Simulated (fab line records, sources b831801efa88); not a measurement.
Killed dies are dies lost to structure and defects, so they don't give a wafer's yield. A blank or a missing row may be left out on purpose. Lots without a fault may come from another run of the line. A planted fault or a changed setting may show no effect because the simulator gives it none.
fab line records | flow sky130
record lots=24 wafers=72 last_day=50
route steps=708 shown SD_P@327 LI_CONTACT@364 METAL1@435 METAL2@501
lots that met no fault: from a run of the same line without faults
start_h: hours from the record's first day to the start of the lot's first wafer shown | wait_h: hours since the lot's step before | " the same as in the row above | L1.1+2: a row that stands for several wafers | - no value, or no start given | * or withheld: withheld | < > ~ a bound
route shown NAME@n: a module of which the file shows steps, and the number in the route of the first | usual: mean/standard deviation of fault-free wafers | same: alike in all rows | chamber/n: place in a boat | sites: the reading at each site | _std_site: their standard deviation | _edge_site: outer sites' mean less inner sites' | radius_mm: how far each site lies from the wafer's centre | mask NAME#n: copy n | behind: the tool/chamber that last shaped the wafer | hold: why the lot was held/for how many hours/how that ended | device: the transistor (n, p or np) that didn't switch | end of line: the same wafers' tests at the end of the route | a step without rows: its recipe alone | killed: dies lost to structure and defects at the first sort, not the wafer's yield | map: a wafer's dies, x killed, . not, _ none there
set.NAME: the setting as run; set.NAME@STEP: as run at that earlier step | model.NAME: the simulator's own value behind a step, which no gauge read
steps of the route over a sample of lots; a table a step, a row a wafer
services: from which hour (start_h, from the record's first day; less than 0 if before it) a tool's chamber was out of use, for how many hours, and why
## steps
# step SKY_SD_P_CD_MEAS_07
# recipe target_cd_nm=380
# usual cd_nm=379.7/2.9
# columns lot.wafer tool chamber start_h wait_h cd_nm
L074.4 cd_sem-02 - 593.72 0.1 378.7
L074.5 " - " " 378.4
L074.6 " - " " 378.6
L075.1 cd_sem-02 - 611.56 0.1 382.1
L075.2 " - " " 383.3
L075.6 " - " " 382.2
L076.1 cd_sem-01 - 623.47 0.1 384.5
L076.4 " - " " 383.6
L076.6 " - " " 385.7
L077.4 cd_sem-01 - 627.67 0.1 374.8
L077.5 " - " " 375.5
L077.6 " - " " 376.5
L078.2 cd_sem-02 - 628.58 0.1 378.0
L078.5 " - " " 376.9
L078.6 " - " " 377.8
L079.2 cd_sem-01 - 649.23 0.1 383.0
L079.4 " - " " 379.0
L079.6 " - " " 381.7
L080.2 cd_sem-02 - 669.83 0.1 375.7
L080.4 " - " " 374.5
L080.5 " - " " 375.5
L082.1 cd_sem-01 - 671.06 0.1 375.9
L082.5 " - " " 378.0
L082.6 " - " " 378.7
L081.3 cd_sem-01 - 673.60 0.1 382.0
L081.5 " - " " 381.1
L081.6 " - " " 383.7
L083.2 cd_sem-01 - 679.58 0.1 380.9
L083.3 " - " " 381.5
L083.4 " - " " 381.3
L084.2 cd_sem-02 - 688.64 0.1 385.8
L084.3 " - " " 384.4
L084.5 " - " " 385.1
L086.2 cd_sem-01 - 690.03 0.1 381.0
L086.4 " - " " 383.6
L086.5 " - " " 382.7
L087.1 cd_sem-01 - 693.52 0.1 384.9
L087.4 " - " " 383.0
L087.6 " - " " 380.9
L085.2 cd_sem-02 - 693.84 0.1 382.5
L085.3 " - " " 380.3
L085.4 " - " " 380.9
L088.1 cd_sem-01 - 708.06 0.1 381.4
L088.4 " - " " 379.9
L088.5 " - " " 381.4
L089.3 cd_sem-02 - 714.95 0.1 376.3
L089.4 " - " " 379.0
L089.6 " - " " 374.5
L090.3 cd_sem-02 - 718.25 0.1 378.1
L090.4 " - " " 379.2
L090.5 " - " " 381.4
L091.2 cd_sem-01 - 734.33 0.1 383.0
L091.3 " - " " 380.5
L091.6 " - " " 380.3
L092.3 cd_sem-01 - 741.95 0.1 380.8
L092.5 " - " " 379.9
L092.6 " - " " 378.1
L094.1 cd_sem-01 - 746.26 0.1 376.4
L094.3 " - " " 375.9
L094.5 " - " " 375.9
L093.1 cd_sem-02 - 748.76 0.1 377.9
L093.2 " - " " 377.2
L093.4 " - " " 375.6
L095.2 cd_sem-02 - 761.68 0.1 381.1
L095.3 " - " " 380.9
L095.5 " - " " 381.9
L096.1 cd_sem-01 - 763.42 0.1 379.7
L096.2 " - " " 377.3
L096.4 " - " " 376.3
L097.1 cd_sem-02 - 770.26 0.1 376.4
L097.4 " - " " 376.3
L097.5 " - " " 375.9
# step SKY_LI_CONTACT_CMP_02
# recipe material=PSG down_force_psi=4 platen_rpm=60 pad_velocity_m_s=0.94248
# usual head_pressure_psi=4.000/0.0081 motor_current_A=12.1/1.1 retaining_ring_pressure_frac=1.000/0.0048 time_to_endpoint_s=35/3.7
# columns lot.wafer tool chamber start_h wait_h head_pressure_psi motor_current_A retaining_ring_pressure_frac time_to_endpoint_s
L074.4 cmp-01 1 652.66 0.2 3.999 13.0 0.997 32
L074.5 " 2 " " 4.011 10.6 1.002 38
L074.6 " 3 " " 3.989 13.0 0.998 40
L075.1 cmp-02 1 670.11 0.1 3.990 12.3 1.005 38
L075.2 " 0 " " 4.006 10.5 1.005 33
L075.6 " 1 " " 3.994 12.1 1.002 38
L076.1 cmp-01 1 682.98 1.3 3.990 13.1 1.001 32
L076.4 " 0 " " 4.011 11.1 1.001 36
L076.6 " 1 " " 3.990 13.3 1.004 33
L077.4 cmp-01 1 685.90 0.1 4.004 13.4 1.005 27
L077.6 " 3 " " 4.003 13.9 0.993 32
L077.5 " 0 " " 3.994 12.1 0.999 34
L078.2 cmp-01 3 686.24 0.0 3.990 13.6 0.999 41
L078.6 " 3 " " 4.002 13.1 1.004 40
L078.5 " 0 " " 4.005 11.6 0.990 38
L079.2 cmp-01 0 707.46 0.2 4.000 11.8 0.993 38
L079.4 " 1 " " 3.997 12.4 0.994 29
L079.6 " 3 " " 4.010 13.0 0.998 36
L080.2 cmp-01 2 725.96 0.4 3.989 11.3 1.000 38
L080.4 " 3 " " 4.001 13.5 1.003 37
L080.5 " 0 " " 3.990 11.2 0.996 39
L082.1 cmp-01 0 727.71 0.5 3.998 11.4 0.998 35
L082.5 " 2 " " 4.001 10.3 1.001 35
L082.6 " 3 " " 4.002 13.3 1.003 35
L081.3 cmp-01 0 731.10 0.0 3.991 11.3 1.007 32
L081.6 " 0 " " 4.001 11.3 1.001 32
L081.5 " 1 " " 4.009 13.3 0.997 27
L083.3 cmp-01 0 736.97 0.1 4.013 11.5 1.004 36
L083.2 " 1 " " 3.992 12.9 0.993 27
L083.4 " 2 " " 4.010 10.7 0.994 37
L084.2 cmp-01 0 748.99 3.8 4.008 11.1 1.000 37
L084.3 " 3 " " 3.993 13.5 1.006 41
L084.5 " 1 " " 3.986 12.5 1.000 32
L086.2 cmp-01 1 750.19 2.7 4.001 13.1 1.001 32
L086.4 " 0 " " 4.000 10.7 0.998 38
L086.5 " 2 " " 4.003 10.5 0.992 39
L087.4 cmp-01 3 751.39 0.1 3.993 13.9 0.998 36
L087.1 " 2 " " 4.008 10.6 0.995 38
L087.6 " 0 " " 4.010 11.5 1.009 38
L085.4 cmp-01 3 751.69 0.1 4.008 13.7 0.999 34
L085.2 " 1 " " 4.018 13.1 0.993 32
L085.3 " 2 " " 4.003 10.5 1.009 36
L088.1 cmp-02 2 763.89 0.1 4.005 12.3 1.005 27
L088.4 " 0 " " 4.007 10.9 1.000 30
L088.5 " 2 " " 4.003 12.2 1.005 29
L089.4 cmp-02 3 771.01 0.1 4.015 12.5 1.004 32
L089.3 " 0 " " 4.002 10.9 1.000 31
L089.6 " 1 " " 3.994 11.4 1.005 39
L090.3 cmp-01 3 774.54 0.1 3.999 12.9 1.004 37
L090.4 " 0 " " 3.991 11.1 0.990 37
L090.5 " 1 " " 3.990 13.4 1.004 32
L091.3 cmp-02 2 790.06 0.0 3.998 12.1 1.005 27
L091.2 " 0 " " 4.001 10.2 0.993 32
L091.6 " 3 " " 4.009 12.0 1.009 31
L092.3 cmp-01 3 798.01 0.1 3.997 13.5 1.001 39
L092.5 " 1 " " 4.003 13.1 0.996 30
L092.6 " 2 " " 3.997 10.8 1.002 37
L094.3 cmp-02 0 801.35 0.0 4.004 10.7 1.008 31
L094.1 " 2 " " 4.013 12.3 0.994 28
L094.5 " 1 " " 4.010 12.4 1.003 37
L093.2 cmp-01 2 803.56 0.1 4.006 10.8 0.994 37
L093.4 " 3 " " 4.013 13.4 0.997 38
L093.1 " 0 " " 4.012 11.5 1.005 36
L095.3 cmp-01 0 816.25 0.0 3.995 11.3 1.006 36
L095.2 " 1 " " 4.004 13.3 1.001 32
L095.5 " 0 " " 3.995 11.6 0.999 34
L096.2 cmp-01 0 817.20 0.1 3.990 11.5 1.000 37
L096.4 " 1 " " 3.999 12.6 0.997 32
L096.1 " 2 " " 4.001 11.1 0.999 40
L097.4 cmp-01 3 825.64 0.0 4.003 13.5 0.995 36
L097.1 " 0 " " 4.009 11.7 0.998 39
L097.5 " 0 " " 3.998 11.5 1.005 39
# step SKY_LI_CONTACT_BOW_MEAS_03
# recipe mode=bow
# usual LI_CONTACT_BOW=56/7.8
# columns lot.wafer tool chamber start_h wait_h LI_CONTACT_BOW[um]
L074.4 film_metro-04 - 652.87 0.2 52
L074.5 " - " " 44
L074.6 " - " " 70
L075.1 film_metro-04 - 670.41 0.2 56
L075.2 " - " " 55
L075.6 " - " " 54
L076.1 film_metro-01 - 683.28 0.2 51
L076.4 " - " " 64
L076.6 " - " " 57
L077.4 film_metro-04 - 686.16 0.2 63
L077.5 " - " " 59
L077.6 " - " " 53
L078.2 film_metro-04 - 686.56 0.3 63
L078.5 " - " " 60
L078.6 " - " " 60
L079.2 film_metro-03 - 707.73 0.2 47
L079.4 " - " " 50
L079.6 " - " " 42
L080.2 film_metro-03 - 726.18 0.2 56
L080.4 " - " " 55
L080.5 " - " " 58
L082.1 film_metro-04 - 727.91 0.1 55
L082.5 " - " " 63
L082.6 " - " " 52
L081.3 film_metro-03 - 731.44 0.3 51
L081.5 " - " " 52
L081.6 " - " " 59
L083.2 film_metro-01 - 737.24 0.2 53
L083.3 " - " " 57
L083.4 " - " " 47
L084.2 film_metro-01 - 749.31 0.3 54
L084.3 " - " " 35
L084.5 " - " " 46
L086.2 film_metro-03 - 750.51 0.3 52
L086.4 " - " " 45
L086.5 " - " " 57
L087.1 film_metro-04 - 751.69 0.1 57
L087.4 " - " " 57
L087.6 " - " " 51
L085.2 film_metro-03 - 752.01 0.2 60
L085.3 " - " " 46
L085.4 " - " " 47
L088.1 film_metro-01 - 764.19 0.2 49
L088.4 " - " " 59
L088.5 " - " " 59
L089.3 film_metro-03 - 771.25 0.1 64
L089.4 " - " " 52
L089.6 " - " " 56
L090.3 film_metro-03 - 774.78 0.2 72
L090.4 " - " " 66
L090.5 " - " " 66
L091.2 film_metro-04 - 790.38 0.2 41
L091.3 " - " " 59
L091.6 " - " " 47
L092.3 film_metro-04 - 798.25 0.2 66
L092.5 " - " " 50
L092.6 " - " " 68
L094.1 film_metro-01 - 801.65 0.1 50
L094.3 " - " " 50
L094.5 " - " " 51
L093.1 film_metro-04 - 803.81 0.1 49
L093.2 " - " " 59
L093.4 " - " " 62
L095.2 film_metro-04 - 816.57 0.2 62
L095.3 " - " " 62
L095.5 " - " " 56
L096.1 film_metro-01 - 817.45 0.1 55
L096.2 " - " " 57
L096.4 " - " " 43
L097.1 film_metro-01 - 825.98 0.2 49
L097.4 " - " " 55
L097.5 " - " " 44
# step SKY_METAL1_SPUTTER_01
# recipe material=TiN target_thk_nm=20 power_w=6500 time_s=16.7 chamber_pressure_pa=0.4
# usual chamber_pressure_pa=0.3998/0.0008 throttle_valve_pct=29.9/0.89
# columns lot.wafer tool chamber start_h wait_h chamber_pressure_pa throttle_valve_pct
L074.4 pvd_sputter-02 - 742.31 0.0 0.4000 30.6
L074.5 " - " " 0.4001 30.1
L074.6 " - " " 0.3987 30.3
L075.1 pvd_sputter-01 - 756.19 0.0 0.4009 30.9
L075.2 " - " " 0.3997 30.9
L075.6 " - " " 0.3989 29.8
L076.1 pvd_sputter-01 - 770.01 0.0 0.3983 29.7
L076.4 " - " " 0.4006 30.2
L076.6 " - " " 0.3994 30.0
L077.4 pvd_sputter-02 - 774.03 0.0 0.4010 28.2
L077.5 " - " " 0.4003 28.0
L077.6 " - " " 0.3991 29.7
L078.2 pvd_sputter-03 - 777.66 0.0 0.4004 28.7
L078.5 " - " " 0.4001 31.0
L078.6 " - " " 0.3986 30.0
L079.2 pvd_sputter-02 - 793.07 0.0 0.3997 28.0
L079.4 " - " " 0.3999 30.1
L079.6 " - " " 0.3999 30.2
L080.2 pvd_sputter-03 - 811.80 0.0 0.3997 30.9
L080.4 " - " " 0.4009 28.8
L080.5 " - " " 0.4001 30.8
L082.1 pvd_sputter-02 - 812.12 0.0 0.3998 29.4
L082.5 " - " " 0.4008 30.1
L082.6 " - " " 0.4010 28.1
L081.3 pvd_sputter-02 - 816.91 0.0 0.3995 30.2
L081.5 " - " " 0.3989 30.0
L081.6 " - " " 0.3995 30.5
L083.2 pvd_sputter-01 - 822.08 0.0 0.4012 29.9
L083.3 " - " " 0.3993 30.8
L083.4 " - " " 0.3999 30.5
L084.2 pvd_sputter-01 - 833.23 0.0 0.3998 30.1
L084.3 " - " " 0.4003 30.7
L084.5 " - " " 0.3992 30.2
L086.2 pvd_sputter-02 - 835.38 0.0 0.3992 30.0
L086.4 " - " " 0.4003 30.5
L086.5 " - " " 0.3999 30.7
L087.1 pvd_sputter-02 - 837.63 0.0 0.3988 30.3
L087.4 " - " " 0.3991 29.7
L087.6 " - " " 0.3992 29.9
L085.2 pvd_sputter-01 - 838.09 0.0 0.3988 30.8
L085.3 " - " " 0.3999 30.7
L085.4 " - " " 0.3987 30.1
L088.1 pvd_sputter-02 - 848.34 0.0 0.4015 29.8
L088.4 " - " " 0.4004 30.4
L088.5 " - " " 0.4012 30.6
L089.3 pvd_sputter-02 - 856.97 0.0 0.4004 27.6
L089.4 " - " " 0.4005 29.6
L089.6 " - " " 0.3987 30.2
L090.3 pvd_sputter-01 - 857.89 0.0 0.3998 29.9
L090.4 " - " " 0.3990 30.5
L090.5 " - " " 0.4007 30.9
L091.2 pvd_sputter-01 - 874.27 0.0 0.4009 30.0
L091.3 " - " " 0.3998 30.1
L091.6 " - " " 0.4005 30.4
L092.3 pvd_sputter-01 - 882.37 0.0 0.4000 31.0
L092.5 " - " " 0.3992 29.8
L092.6 " - " " 0.4010 30.3
L094.1 pvd_sputter-02 - 885.07 0.0 0.3994 29.7
L094.3 " - " " 0.4000 30.1
L094.5 " - " " 0.4006 28.1
L093.1 pvd_sputter-03 - 887.08 0.0 0.4007 30.0
L093.2 " - " " 0.3990 30.4
L093.4 " - " " 0.4003 28.4
L095.2 pvd_sputter-02 - 898.28 0.0 0.3997 29.6
L095.3 " - " " 0.3997 27.9
L095.5 " - " " 0.4010 28.0
L096.1 pvd_sputter-03 - 899.93 0.0 0.4002 30.8
L096.2 " - " " 0.4002 30.0
L096.4 " - " " 0.3996 28.5
L097.1 pvd_sputter-01 - 908.21 0.0 0.3996 29.9
L097.4 " - " " 0.3979 30.8
L097.5 " - " " 0.4002 31.0
# step SKY_METAL1_SPUTTER_02
# recipe material=AlCu target_thk_nm=250 power_w=10600 time_s=13.3 chamber_pressure_pa=0.4
# usual chamber_pressure_pa=0.4000/0.00073 throttle_valve_pct=29.9/0.9
# columns lot.wafer tool chamber start_h wait_h chamber_pressure_pa throttle_valve_pct
L074.4 pvd_sputter-02 - 742.34 0.0 0.3999 30.5
L074.5 " - " " 0.3990 30.1
L074.6 " - " " 0.3996 30.6
L075.1 pvd_sputter-01 - 756.22 0.0 0.3993 30.7
L075.2 " - " " 0.4018 30.6
L075.6 " - " " 0.4006 29.7
L076.1 pvd_sputter-01 - 770.03 0.0 0.3998 29.9
L076.4 " - " " 0.3993 30.4
L076.6 " - " " 0.3998 29.7
L077.4 pvd_sputter-02 - 774.06 0.0 0.4005 28.2
L077.5 " - " " 0.3994 28.0
L077.6 " - " " 0.4002 29.8
L078.2 pvd_sputter-03 - 777.69 0.0 0.3993 28.4
L078.5 " - " " 0.4002 30.7
L078.6 " - " " 0.4004 30.2
L079.2 pvd_sputter-02 - 793.09 0.0 0.3993 28.1
L079.4 " - " " 0.3998 30.1
L079.6 " - " " 0.4001 30.0
L080.2 pvd_sputter-03 - 811.82 0.0 0.3999 30.6
L080.4 " - " " 0.4004 28.7
L080.5 " - " " 0.3998 30.6
L082.1 pvd_sputter-02 - 812.14 0.0 0.4001 29.7
L082.5 " - " " 0.4004 30.1
L082.6 " - " " 0.3999 27.9
L081.3 pvd_sputter-02 - 816.93 0.0 0.4004 30.1
L081.5 " - " " 0.3992 29.9
L081.6 " - " " 0.4012 30.8
L083.2 pvd_sputter-01 - 822.10 0.0 0.3990 30.3
L083.3 " - " " 0.4006 30.9
L083.4 " - " " 0.4005 30.8
L084.2 pvd_sputter-01 - 833.26 0.0 0.4002 30.2
L084.3 " - " " 0.4010 30.8
L084.5 " - " " 0.4005 30.0
L086.2 pvd_sputter-02 - 835.40 0.0 0.3996 30.1
L086.4 " - " " 0.3988 30.5
L086.5 " - " " 0.3997 30.2
L087.1 pvd_sputter-02 - 837.66 0.0 0.3995 30.5
L087.4 " - " " 0.4003 29.7
L087.6 " - " " 0.4004 29.6
L085.2 pvd_sputter-01 - 838.12 0.0 0.3993 30.7
L085.3 " - " " 0.3986 31.1
L085.4 " - " " 0.3995 30.2
L088.1 pvd_sputter-02 - 848.36 0.0 0.3989 29.6
L088.4 " - " " 0.4003 30.6
L088.5 " - " " 0.4001 30.7
L089.3 pvd_sputter-02 - 857.00 0.0 0.3984 28.0
L089.4 " - " " 0.3999 29.8
L089.6 " - " " 0.4009 30.0
L090.3 pvd_sputter-01 - 857.91 0.0 0.3988 30.0
L090.4 " - " " 0.4012 30.7
L090.5 " - " " 0.3999 30.4
L091.2 pvd_sputter-01 - 874.30 0.0 0.3995 29.9
L091.3 " - " " 0.4000 30.0
L091.6 " - " " 0.3999 30.7
L092.3 pvd_sputter-01 - 882.39 0.0 0.4002 30.8
L092.5 " - " " 0.3996 29.8
L092.6 " - " " 0.3987 30.2
L094.1 pvd_sputter-02 - 885.09 0.0 0.3996 29.6
L094.3 " - " " 0.3992 30.0
L094.5 " - " " 0.4015 27.9
L093.1 pvd_sputter-03 - 887.11 0.0 0.4010 30.2
L093.2 " - " " 0.3999 30.6
L093.4 " - " " 0.4008 28.5
L095.2 pvd_sputter-02 - 898.31 0.0 0.4008 29.9
L095.3 " - " " 0.4002 27.8
L095.5 " - " " 0.4011 28.0
L097.1 pvd_sputter-01 - 908.23 0.0 0.4007 29.9
L097.4 " - " " 0.4000 30.7
L097.5 " - " " 0.3996 30.8
L096.1 pvd_sputter-03 - 909.54 9.6 0.4007 30.6
L096.2 " - " " 0.3998 30.2
L096.4 " - " " 0.4009 28.6
# step SKY_METAL2_ETCH_18
# recipe chemistry=N2/H2 target=BARC ion_energy_ev=200 bias_w=100 pressure_mtorr=30 n2_flow_sccm=100 h2_flow_sccm=200 icp_w=500 stop_on=SiO2 time_s=45.9 target_depth_a=600
# usual drypump_motor_current_A=5.59/0.15 oes_product_au=0.855/0.0048 throttle_valve_pct=13.224/0.0082
# columns lot.wafer tool chamber start_h wait_h drypump_motor_current_A oes_product_au rf_hours_counter_h throttle_valve_pct
L074.4 rie_metal-01 1 827.07 0.0 5.49 0.857 - 13.218
L074.5 " 0 " " 5.77 0.850 - 13.215
L074.6 " 1 " " 5.49 0.852 - 13.222
L075.1 rie_metal-03 0 840.30 0.0 5.61 0.859 12 13.238
L075.2 " 1 " " 5.63 0.866 3 13.218
L075.6 " 0 " " 5.61 0.848 - 13.221
L076.1 rie_metal-01 0 853.95 0.0 5.79 0.858 10 13.229
L076.4 " 0 " " 5.78 0.859 - 13.233
L076.6 " 1 " " 5.49 0.860 - 13.220
L077.4 rie_metal-04 1 856.83 0.0 5.58 0.856 - 13.223
L077.5 " 0 " " 5.28 0.844 - 13.233
L077.6 " 1 " " 5.60 0.847 - 13.224
L078.2 rie_metal-01 0 859.19 0.0 5.80 0.862 10 13.227
L078.5 " 0 " " 5.78 0.858 - 13.220
L078.6 " 1 " " 5.49 0.858 - 13.222
L079.2 rie_metal-04 1 874.81 0.0 5.61 0.853 15 13.227
L079.4 " 1 " " 5.62 0.854 - 13.230
L079.6 " 1 " " 5.63 0.852 - 13.224
L080.2 rie_metal-01 1 893.21 0.0 5.48 0.851 3 13.230
L080.4 " 1 " " 5.50 0.855 - 13.223
L080.5 " 1 " " 5.49 0.858 - 13.239
L082.1 rie_metal-03 0 894.00 0.0 5.61 0.861 15 13.226
L082.5 " 1 " " 5.70 0.849 - 13.225
L082.6 " 0 " " 5.61 0.855 - 13.216
L081.3 rie_metal-04 1 898.38 0.0 5.61 0.851 - 13.237
L081.5 " 1 " " 5.59 0.857 - 13.218
L081.6 " 0 " " 5.31 0.852 - 13.225
L083.2 rie_metal-01 1 903.75 0.0 5.49 0.859 4 13.223
L083.3 " 0 " " 5.77 0.850 - 13.223
L083.4 " 1 " " 5.49 0.859 - 13.209
L084.2 rie_metal-01 0 913.06 0.0 5.77 0.862 13 13.212
L084.3 " 1 " " 5.49 0.852 - 13.219
L084.5 " 1 " " 5.49 0.849 - 13.222
L086.2 rie_metal-04 0 915.20 0.0 5.27 0.862 10 13.217
L086.4 " 0 " " 5.28 0.861 - 13.240
L086.5 " 0 " " 5.28 0.864 - 13.228
L087.1 rie_metal-01 0 916.86 0.0 5.77 0.861 13 13.232
L087.4 " 1 " " 5.50 0.856 - 13.229
L087.6 " 1 " " 5.48 0.860 - 13.210
L085.2 rie_metal-01 0 918.11 0.0 5.77 0.856 13 13.235
L085.3 " 1 " " 5.47 0.848 - 13.228
L085.4 " 0 " " 5.77 0.856 - 13.227
L088.1 rie_metal-03 0 927.45 0.0 5.61 0.855 16 13.214
L088.4 " 1 " " 5.64 0.853 - 13.232
L088.5 " 0 " " 5.61 0.852 - 13.226
L089.3 rie_metal-03 1 936.27 0.0 5.64 0.847 - 13.224
L089.4 " 0 " " 5.62 0.854 - 13.238
L089.6 " 0 " " 5.65 0.851 - 13.226
L090.3 rie_metal-01 1 936.43 0.1 5.49 0.857 - 13.228
L090.4 " 1 " " 5.48 0.861 - 13.223
L090.5 " 1 " " 5.48 0.856 - 13.223
L091.2 rie_metal-01 0 952.15 0.0 5.75 0.853 14 13.220
L091.3 " 0 " " 5.75 0.857 - 13.222
L091.6 " 1 " " 5.47 0.850 - 13.222
L092.3 rie_metal-01 1 959.92 0.0 5.51 0.851 - 13.229
L092.5 " 1 " " 5.50 0.854 - 13.231
L092.6 " 0 " " 5.77 0.855 - 13.217
L094.1 rie_metal-03 0 962.70 0.0 5.62 0.857 18 13.221
L094.3 " 1 " " 5.64 0.856 - 13.228
L094.5 " 0 " " 5.64 0.854 - 13.223
L093.1 rie_metal-04 0 964.20 0.0 5.29 0.851 13 13.212
L093.2 " 1 " " 5.64 0.858 19 13.238
L093.4 " 0 " " 5.29 0.853 - 13.221
L095.2 rie_metal-01 1 974.50 0.0 5.48 0.860 9 13.226
L095.3 " 0 " " 5.77 0.862 - 13.225
L095.5 " 1 " " 5.49 0.848 - 13.240
L097.1 rie_metal-01 1 984.01 0.0 5.48 0.856 9 13.220
L097.4 " 1 " " 5.49 0.858 - 13.237
L097.5 " 1 " " 5.47 0.847 - 13.231
L096.1 rie_metal-03 1 986.46 0.0 5.69 0.867 10 13.220
L096.2 " 0 " " 5.63 0.856 19 13.227
L096.4 " 0 " " 5.59 0.860 - 13.229
## services
# columns tool chamber start_h hours kind
rie_metal-03 0 660.02 4.8 repair
pvd_sputter-02 - 664.40 5.1 repair
cmp-02 - 671.84 0.8 repair
cmp-01 - 673.90 6.7 repair
cmp-02 - 674.67 2.6 repair
cmp-02 - 677.73 74.2 repair
cmp-01 - 678.71 1.3 repair
rie_metal-03 0 705.28 21.9 repair
pvd_sputter-02 - 706.57 4.5 repair
cmp-02 - 712.73 1.7 repair
rie_metal-03 1 723.51 7.7 repair
rie_metal-01 - 724.39 14.6 pm
cmp-01 - 744.99 4.0 pm
cmp-01 - 762.83 2.1 repair
pvd_sputter-01 - 812.03 4.0 repair
cmp-01 - 819.02 3.5 pm
rie_metal-03 - 824.85 1.8 repair
rie_metal-01 - 833.67 0.2 repair
rie_metal-01 - 838.06 1.0 repair
rie_metal-01 - 857.63 1.4 pm
rie_metal-04 - 887.92 1.4 pm
cmp-01 - 918.87 0.9 repair
rie_metal-01 0 930.71 13.0 repair
cmp-01 - 943.80 5.8 pm
## key
fault none
